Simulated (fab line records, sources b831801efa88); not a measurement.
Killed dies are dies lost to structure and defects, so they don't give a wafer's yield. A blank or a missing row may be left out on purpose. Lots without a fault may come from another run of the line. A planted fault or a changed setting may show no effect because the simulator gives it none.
fab line records | flow sfq_line
record lots=5 wafers=14 last_day=75
route steps=325 shown M3@129 I3@133 M4@148 I4@163 I7@299
lots that met no fault: from a run of the same line without faults
start_h: hours from the record's first day to the start of the lot's first wafer shown | wait_h: hours since the lot's step before | " the same as in the row above | L1.1+2: a row that stands for several wafers | - no value, or no start given | * or withheld: withheld | < > ~ a bound
route shown NAME@n: a module of which the file shows steps, and the number in the route of the first | usual: mean/standard deviation of fault-free wafers | same: alike in all rows | chamber/n: place in a boat | sites: the reading at each site | _std_site: their standard deviation | _edge_site: outer sites' mean less inner sites' | radius_mm: how far each site lies from the wafer's centre | mask NAME#n: copy n | behind: the tool/chamber that last shaped the wafer | hold: why the lot was held/for how many hours/how that ended | device: the transistor (n, p or np) that didn't switch | end of line: the same wafers' tests at the end of the route | a step without rows: its recipe alone | killed: dies lost to structure and defects at the first sort, not the wafer's yield | map: a wafer's dies, x killed, . not, _ none there
set.NAME: the setting as run; set.NAME@STEP: as run at that earlier step | model.NAME: the simulator's own value behind a step, which no gauge read
lots at some steps of the route; a table a step, a row a wafer
services: from which hour (start_h, from the record's first day; less than 0 if before it) a tool's chamber was out of use, for how many hours, and why
## steps
# step SFQ_TRILAYER_M3_BARC_OPEN_METAL_ETCH_100
# recipe mask_material=PR chemistry=O2 target_depth_nm=125 target=BARC icp_w=600 bias_w=80 pressure_mtorr=10 time_s=41.7
# step SFQ_TRILAYER_M3_ETCH_METAL_ETCH_078
# recipe target=Nb stop_on=SiO2 mask_material=PR chemistry=Cl2/Ar target_depth_nm=240 icp_w=600 bias_w=80 pressure_mtorr=10 time_s=120
# step SFQ_TRILAYER_M3_STRIP_STRIP_079
# recipe gas=O2 power_w=200 platen_temp_c=40 overash_fraction=0.65 chemistry=O2 pressure_mtorr=50
# step SFQ_TRILAYER_M3_STRIP_SOLV_CLEAN_080
# recipe chemistry=NMP temp_c=70 time_s=600
# step SFQ_TRILAYER_I3_DEP_PECVD_081
# recipe material=SiO2 temp_c=150 time_s=111.11 pressure_torr=2.4 rf_w=183.3 precursor=SiH4/N2O target_thk_nm=500
# usual chamber_pressure_Torr=2.400/0.0049 heater_power_w=83/7.1 rf_fwd_power_W=182.4/0.54 throttle_valve_pct=24.2/1.1
# columns lot.wafer tool chamber start_h wait_h chamber_pressure_Torr heater_power_w rf_fwd_power_W throttle_valve_pct
L526.1 pecvd-04 0 693.59 0.0 2.401 95 181.8 23.1
L526.2 " 2 " " 2.399 86 182.5 23.7
L526.6 " 0 " " 2.394 99 181.7 23.3
L530.1 pecvd-03 2 734.50 0.0 2.395 86 182.1 22.5
L530.2 " 1 " " 2.388 74 182.4 22.1
L530.6 " 0 " " 2.396 86 182.6 23.4
L533.2 pecvd-03 2 909.57 0.0 2.404 78 181.8 22.9
L533.4 " 2 " " 2.397 83 180.9 22.8
L533.6 " 0 " " 2.403 76 182.2 24.0
L536.1 pecvd-01 1 1038.85 0.0 2.399 88 182.8 24.8
L536.4 " 1 " " 2.402 92 182.7 25.1
L536.5 " 2 " " 2.401 73 182.2 26.4
L538.4 pecvd-01 0 1041.29 0.0 2.399 81 183.1 24.7
L538.5 " 1 " " 2.401 86 182.3 24.9
# step SFQ_TRILAYER_I3_CMP_CMP_082
# recipe material=SiO2 down_force_psi=3 platen_rpm=60 pad_velocity_m_s=0.94248
# step SFQ_I3_BOW_MEAS_922
# recipe mode=bow
# usual I3_BOW=2/10
# columns lot.wafer tool chamber start_h wait_h I3_BOW[um]
L526.1 film_metro-01 - 698.49 2.0 2
L526.2 " - " " 10
L526.6 " - " " -1
L530.1 film_metro-04 - 739.29 1.0 1
L530.2 " - " " -4
L530.6 " - " " 2
L533.2 film_metro-02 - 913.35 2.0 4
L533.4 " - " " -13
L533.6 " - " " -1
L536.1 film_metro-02 - 1044.88 2.0 2
L536.4 " - " " 1
L536.5 " - " " -4
L538.4 film_metro-04 - 1049.06 1.1 9
L538.5 " - " " -1
# step SFQ_TRILAYER_I3_METRO_MEASURE_083
# usual thk_nm=199.8/1.1
# columns lot.wafer tool chamber start_h wait_h thk_nm
L526.1 film_metro-01 - 698.61 0.1 200.2
L526.2 " - " " 199.1
L526.6 " - " " 199.6
L530.1 film_metro-04 - 739.41 0.1 199.0
L530.2 " - " " 200.9
L530.6 " - " " 198.6
L533.2 film_metro-02 - 913.65 0.3 199.5
L533.4 " - " " 197.8
L533.6 " - " " 199.4
L536.1 film_metro-02 - 1045.00 0.1 200.9
L536.4 " - " " 202.0
L536.5 " - " " 200.6
L538.4 film_metro-04 - 1049.72 0.6 198.6
L538.5 " - " " 201.1
# step SFQ_TRILAYER_I3_VIA_LITHO_COAT_090
# recipe resist=BARC spin_rpm=3000 resist_thk_nm=62
# step SFQ_TRILAYER_I3_VIA_LITHO_COAT_085
# recipe resist=KrF spin_rpm=3000 resist_thk_nm=650
# step SFQ_TRILAYER_I3_VIA_LITHO_SOFTBAKE_089
# recipe temp_c=withheld time_s=withheld resist=KrF
# step SFQ_TRILAYER_I3_VIA_LITHO_EXPOSE_086
# recipe mask_id=I3 na=0.6 source_shape=conventional sigma_outer=0.65 target_cd_nm=500 dose_mj=21.3
# step SFQ_TRILAYER_I3_VIA_LITHO_PEB_088
# recipe peb_temp_c=115 peb_time_s=60 resist=KrF
# usual heater_power_total_W=79.15/0.065
# columns lot.wafer tool chamber start_h wait_h heater_power_total_W
L526.1 litho_track-04 0 855.95 1.0 79.12
L526.2 " 0 " " 79.18
L526.6 " 0 " " 79.09
L530.1 litho_track-02 0 896.75 1.0 79.07
L530.2 " 0 " " 79.16
L530.6 " 0 " " 79.19
L533.2 litho_track-01 0 923.10 0.8 79.21
L533.4 " 0 " " 79.19
L533.6 " 0 " " 79.05
L536.1 litho_track-04 0 1048.28 1.0 79.20
L536.4 " 0 " " 79.11
L536.5 " 0 " " 79.09
L538.4 litho_track-02 0 1052.35 0.5 79.19
L538.5 " 0 " " 79.05
# step SFQ_TRILAYER_I3_VIA_LITHO_DEVELOP_087
# recipe time_s=60 resist=KrF
# step SFQ_I3_OVL_MEAS_923
# usual I3_OVL=2/6.4
# columns lot.wafer tool chamber start_h wait_h I3_OVL[nm]
L526.1 overlay-01 - 856.25 0.1 6
L526.2 " - " " 9
L526.6 " - " " 8
L530.1 overlay-02 - 897.05 0.1 0
L530.2 " - " " -5
L530.6 " - " " 0
L533.2 overlay-02 - 923.38 0.1 5
L533.4 " - " " 6
L533.6 " - " " 11
L536.1 overlay-02 - 1048.58 0.1 -1
L536.4 " - " " 0
L536.5 " - " " -1
L538.4 overlay-01 - 1052.59 0.1 2
L538.5 " - " " -2
# step SFQ_TRILAYER_I3_VIA_BARC_OPEN_VIA_ETCH_121
# recipe mask_material=PR chemistry=O2 target_depth_nm=125 target=BARC source_w=500 bias_w=80 pressure_mtorr=30 time_s=41.7
# usual drypump_motor_current_A=5.7/0.59 oes_product_au=0.685/0.0041 rf_fwd_power_W=494.7/2
# columns lot.wafer tool chamber start_h wait_h drypump_motor_current_A oes_product_au rf_fwd_power_W rf_hours_counter_h model.I3.cd_nm
L526.1 rie_diel-04 2 856.28 0.0 6.1 0.686 491.9 3 501.7
L526.2 " 3 " " 5.6 0.682 495.0 13 501.2
L526.6 " 0 " " 6.1 0.680 496.2 - 502
L530.1 rie_diel-04 1 897.08 0.0 5.4 0.684 493.2 3 499.8
L530.2 " 2 " " 6.1 0.688 491.9 4 501
L530.6 " 3 " " 5.6 0.686 495.3 - 499.6
L533.2 rie_diel-04 3 923.41 0.0 5.6 0.689 497.4 14 500.7
L533.4 " 0 " " 6.2 0.686 495.6 20 502.6
L533.6 " 1 " " 5.4 0.688 496.4 - 499.9
L536.1 rie_diel-01 1 1048.62 0.0 4.8 0.689 498.0 9 501.9
L536.4 " 0 " " 6.6 0.678 492.5 11 501.6
L536.5 " 1 " " 4.8 0.688 499.0 - 501.2
L538.4 rie_diel-04 1 1052.61 0.0 5.4 0.684 492.9 6 532.6
L538.5 " 0 " " 6.1 0.680 496.0 - 532.4
# step SFQ_TRILAYER_I3_VIA_ETCH_VIA_ETCH_088
# recipe target=SiO2 stop_on=Nb mask_material=PR taper_deg=20 chemistry=CHF3 target_depth_nm=260 source_w=500 bias_w=80 pressure_mtorr=30 time_s=withheld
# usual drypump_motor_current_A=5.7/0.59 oes_product_au=0.855/0.0054 rf_fwd_power_W=498.0/1.6
# columns lot.wafer tool chamber start_h wait_h drypump_motor_current_A oes_product_au rf_fwd_power_W model.I3.cd_nm
L526.1 rie_diel-04 2 856.32 0.0 6.1 0.850 498.0 500.7
L526.2 " 3 " " 5.5 0.857 499.0 499.8
L526.6 " 0 " " 6.1 0.860 498.7 500.5
L530.1 rie_diel-04 1 897.12 0.0 5.3 0.846 494.8 500
L530.2 " 2 " " 6.1 0.864 494.8 501.5
L530.6 " 3 " " 5.5 0.849 495.6 498.3
L533.2 rie_diel-04 3 923.45 0.0 5.6 0.858 496.0 499.4
L533.4 " 0 " " 6.2 0.844 496.3 502
L533.6 " 1 " " 5.3 0.855 500.2 499.3
L536.1 rie_diel-01 1 1048.66 0.0 4.8 0.861 497.3 500.7
L536.4 " 0 " " 6.5 0.860 498.9 501.2
L536.5 " 1 " " 4.8 0.865 495.5 500.3
L538.4 rie_diel-04 1 1052.65 0.0 5.4 0.855 496.6 532
L538.5 " 0 " " 6.1 0.855 499.2 532.1
# step SFQ_TRILAYER_I3_VIA_STRIP_STRIP_089
# recipe gas=O2 power_w=200 platen_temp_c=40 overash_fraction=0.65 chemistry=O2 pressure_mtorr=50
# step SFQ_TRILAYER_I3_VIA_STRIP_SOLV_CLEAN_090
# recipe chemistry=NMP temp_c=70 time_s=600
# step SFQ_TRILAYER_M4_DEP_PRE_CLEAN_092
# recipe gas=Ar time_s=22.5 bias_v=250
# step SFQ_TRILAYER_M4_DEP_SPUTTER_091
# recipe material=Nb base_pressure_pa=1.33e-06 chamber_pressure_pa=0.1333 substrate_temp_c=20 resputter_cathode_voltage_v=400 target_thk_nm=200 power_w=2000 time_s=133.3
# usual throttle_valve_pct=30.0/1.4
# columns lot.wafer tool chamber start_h wait_h throttle_valve_pct
L526.1 pvd_sputter-04 - 857.24 0.0 30.3
L526.2 " - " " 31.3
L526.6 " - " " 31.3
L530.1 pvd_sputter-04 - 898.06 0.0 31.2
L530.2 " - " " 30.1
L530.6 " - " " 31.3
L533.2 pvd_sputter-04 - 924.37 0.0 31.5
L533.4 " - " " 30.2
L533.6 " - " " 31.3
L536.1 pvd_sputter-03 - 1049.57 0.0 28.0
L536.4 " - " " 28.0
L536.5 " - " " 32.1
L538.4 pvd_sputter-04 - 1053.57 0.0 30.3
L538.5 " - " " 31.3
# step SFQ_M4_RS_MEAS_924
# recipe thk_meas_gauge=four-point-probe reads=Nb_of_TRILAYER_M4_DEP_SPUTTER_091
# usual M4_NB_RS=0.888/0.011
# columns lot.wafer tool chamber start_h wait_h M4_NB_RS[ohm/sq]
L526.1 film_metro-02 - 857.33 0.0 0.897
L526.2 " - " " 0.885
L526.6 " - " " 0.896
L530.1 film_metro-02 - 898.15 0.0 0.893
L530.2 " - " " 0.898
L530.6 " - " " 0.895
L533.2 film_metro-04 - 924.48 0.1 0.876
L533.4 " - " " 0.897
L533.6 " - " " 0.891
L536.1 film_metro-02 - 1049.66 0.0 0.869
L536.4 " - " " 0.884
L536.5 " - " " 0.885
L538.4 film_metro-04 - 1053.72 0.1 0.900
L538.5 " - " " 0.886
# step SFQ_TRILAYER_M4_LITHO_COAT_098
# recipe resist=BARC spin_rpm=3000 resist_thk_nm=62
# step SFQ_TRILAYER_M4_LITHO_COAT_093
# recipe resist=KrF spin_rpm=3000 resist_thk_nm=600
# step SFQ_TRILAYER_M4_LITHO_SOFTBAKE_097
# recipe temp_c=withheld time_s=withheld resist=KrF
# step SFQ_TRILAYER_M4_LITHO_EXPOSE_094
# recipe mask_id=M4 na=0.6 source_shape=conventional sigma_outer=0.65 target_cd_nm=500 dose_mj=14.4
# step SFQ_TRILAYER_M4_LITHO_PEB_096
# recipe peb_temp_c=115 peb_time_s=60 resist=KrF
# step SFQ_TRILAYER_M4_LITHO_DEVELOP_095
# recipe time_s=60 resist=KrF
# step SFQ_M4_OVL_MEAS_926
# usual M4_OVL=-1/6.2
# columns lot.wafer tool chamber start_h wait_h M4_OVL[nm]
L526.1 overlay-02 - 860.96 0.1 -3
L526.2 " - " " 3
L526.6 " - " " 2
L530.1 overlay-02 - 918.93 0.1 -2
L530.2 " - " " 2
L530.6 " - " " 10
L533.2 overlay-01 - 1064.26 0.1 0
L533.4 " - " " 4
L533.6 " - " " 0
L536.1 overlay-01 - 1164.53 0.1 -5
L536.4 " - " " 2
L536.5 " - " " -6
L538.4 overlay-01 - 1168.15 0.1 -3
L538.5 " - " " -5
# step SFQ_TRILAYER_M4_BARC_OPEN_METAL_ETCH_123
# recipe mask_material=PR chemistry=O2 target_depth_nm=125 target=BARC icp_w=600 bias_w=80 pressure_mtorr=10 time_s=41.7
# step SFQ_TRILAYER_M4_ETCH_METAL_ETCH_096
# recipe target=Nb stop_on=SiO2 mask_material=PR chemistry=Cl2/Ar target_depth_nm=240 icp_w=600 bias_w=80 pressure_mtorr=10 time_s=120
# step SFQ_TRILAYER_M4_STRIP_STRIP_097
# recipe gas=O2 power_w=200 platen_temp_c=40 overash_fraction=0.65 chemistry=O2 pressure_mtorr=50
# usual drypump_motor_current_A=5.88/0.3 oes_product_au=1.002/0.01
# columns lot.wafer tool chamber start_h wait_h drypump_motor_current_A oes_product_au rf_hours_counter_h
L526.1 rie_metal-04 1 861.18 0.1 5.68 1.019 136
L526.2 " 0 " " 6.32 1.014 37
L526.6 " 0 " " 6.30 1.009 -
L530.1 rie_metal-03 1 919.15 0.1 6.28 1.009 128
L530.2 " 0 " " 5.54 0.997 4
L530.6 " 0 " " 5.55 0.995 -
L533.2 rie_metal-03 1 1064.47 0.1 6.34 1.001 150
L533.4 " 0 " " 5.56 1.000 -
L533.6 " 0 " " 5.57 1.009 -
L536.1 rie_metal-03 0 1164.75 0.1 5.54 0.997 44
L536.4 " 0 " " 5.54 1.003 -
L536.5 " 0 " " 5.55 1.000 -
L538.4 rie_metal-01 1 1168.55 0.2 5.75 0.977 -
L538.5 " 0 " " 5.77 0.996 -
# step SFQ_TRILAYER_M4_STRIP_SOLV_CLEAN_098
# recipe chemistry=NMP temp_c=70 time_s=600
# step SFQ_TRILAYER_I4_DEP_PECVD_099
# recipe material=SiO2 temp_c=150 time_s=111.11 pressure_torr=2.4 rf_w=183.3 precursor=SiH4/N2O target_thk_nm=500
# usual chamber_pressure_Torr=2.400/0.0055 heater_power_w=82/8.7 rf_fwd_power_W=182.3/0.57 throttle_valve_pct=24.7/1.1
# columns lot.wafer tool chamber start_h wait_h chamber_pressure_Torr heater_power_w rf_fwd_power_W throttle_valve_pct
L526.1 pecvd-01 0 861.96 0.0 2.397 73 182.9 24.2
L526.2 " 1 " " 2.400 85 182.6 23.9
L526.6 " 2 " " 2.394 88 182.4 25.6
L530.1 pecvd-01 1 919.92 0.0 2.407 90 182.2 24.2
L530.2 " 2 " " 2.396 76 183.5 26.0
L530.6 " 1 " " 2.406 91 182.8 24.4
L533.2 pecvd-01 2 1065.27 0.0 2.401 84 183.3 26.5
L533.4 " 1 " " 2.401 90 181.2 24.6
L533.6 " 2 " " 2.399 90 182.0 26.5
L536.1 pecvd-02 0 1165.52 0.0 2.386 80 182.9 24.0
L536.4 " 0 " " 2.395 83 182.7 23.9
L536.5 " 1 " " 2.403 74 181.9 23.4
L538.4 pecvd-04 2 1169.16 0.0 2.411 75 182.4 23.9
L538.5 " 1 " " 2.406 71 182.3 25.1
# step SFQ_TRILAYER_I4_CMP_CMP_100
# recipe material=SiO2 down_force_psi=3 platen_rpm=60 pad_velocity_m_s=0.94248
# step SFQ_I4_BOW_MEAS_927
# recipe mode=bow
# usual I4_BOW=3/11
# columns lot.wafer tool chamber start_h wait_h I4_BOW[um]
L526.1 film_metro-01 - 878.57 2.5 3
L526.2 " - " " 12
L526.6 " - " " 0
L530.1 film_metro-02 - 926.60 2.5 2
L530.2 " - " " -2
L530.6 " - " " 5
L533.2 film_metro-01 - 1074.90 1.0 7
L533.4 " - " " -10
L533.6 " - " " 3
L536.1 film_metro-01 - 1168.62 1.5 2
L536.4 " - " " -1
L536.5 " - " " -7
L538.4 film_metro-02 - 1172.26 1.1 10
L538.5 " - " " 2
# step SFQ_TRILAYER_I4_METRO_MEASURE_101
# step SFQ_TRILAYER_I4_VIA_LITHO_COAT_108
# recipe resist=BARC spin_rpm=3000 resist_thk_nm=62
# step SFQ_TRILAYER_I4_VIA_LITHO_COAT_103
# recipe resist=KrF spin_rpm=3000 resist_thk_nm=650
# step SFQ_TRILAYER_I4_VIA_LITHO_SOFTBAKE_107
# recipe temp_c=withheld time_s=withheld resist=KrF
# step SFQ_TRILAYER_I4_VIA_LITHO_EXPOSE_104
# recipe mask_id=I4 na=0.6 source_shape=conventional sigma_outer=0.65 target_cd_nm=700 dose_mj=21.3
# step SFQ_TRILAYER_I7_METRO_MEASURE_185
# usual thk_nm=200.0/0.89
# columns lot.wafer tool chamber start_h wait_h thk_nm
L526.1 film_metro-04 - 1499.81 0.1 200.3
L526.2 " - " " 201.8
L526.6 " - " " 200.7
L530.1 film_metro-03 - 1602.94 0.1 197.7
L530.2 " - " " 200.4
L530.6 " - " " 200.0
L533.2 film_metro-03 - 1627.14 0.3 200.4
L533.4 " - " " 199.3
L533.6 " - " " 199.7
L536.1 film_metro-03 - 1634.04 0.1 200.4
L536.4 " - " " 199.2
L536.5 " - " " 201.4
L538.4 film_metro-02 - 1646.57 3.4 201.2
L538.5 " - " " 199.9
L538.4 film_metro-02 - 1647.94 1.2 201.4
L538.5 " - " " 199.9
## services
# columns tool chamber start_h hours kind
rie_diel-04 - 693.37 0.4 repair
rie_diel-04 0 709.48 1.3 repair
pecvd-01 0 879.87 5.6 repair
pecvd-01 - 908.53 2.3 repair
pecvd-01 - 943.51 2.8 pm
rie_diel-04 - 946.53 0.5 repair
rie_diel-04 - 1081.86 2.8 pm
rie_diel-04 - 1088.04 1.1 repair
pecvd-01 2 1114.35 4.7 repair
rie_diel-04 1 1144.78 9.7 repair
rie_diel-04 1 1217.19 2.6 repair
rie_diel-04 0 1257.23 132.0 repair
pecvd-01 - 1311.15 0.3 repair
rie_diel-04 1 1372.68 5.5 repair
pecvd-01 2 1430.76 13.2 repair
rie_diel-04 0 1459.83 4.0 repair
pecvd-01 0 1465.68 9.4 repair
pecvd-01 2 1474.22 6.3 repair
rie_diel-04 - 1477.23 1.1 repair
pecvd-01 - 1484.95 4.3 pm
pecvd-01 - 1493.85 6.0 pm
pecvd-01 0 1575.88 27.7 repair
pecvd-01 2 1587.10 12.7 repair
rie_diel-04 0 1618.07 9.8 repair
## key
first_sign step=SFQ_TRILAYER_I7_METRO_MEASURE_185 reading=visit direction=added
effect none on later readings
model_effect step=SFQ_TRILAYER_I3_VIA_BARC_OPEN_VIA_ETCH_121 value=I3.cd_nm without=500.7 struck=532.5
model_effect step=SFQ_TRILAYER_I3_VIA_ETCH_VIA_ETCH_088 value=I3.cd_nm without=500.3 struck=532.1
met_at SFQ_TRILAYER_I3_VIA_LITHO_PEB_088
struck_wafers L538.4,L538.5
onset_between 896.75 1052.35
also_fits time
fault kind=process_parameter_drift tool=litho_track-02 chamber=- onset_h=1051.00 steps=SFQ_TRILAYER_I3_VIA_LITHO_PEB_088 channel=peb_time_s offset=* shape=step end_h=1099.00 scope=struck_wafers_only acts_in=* stated=*
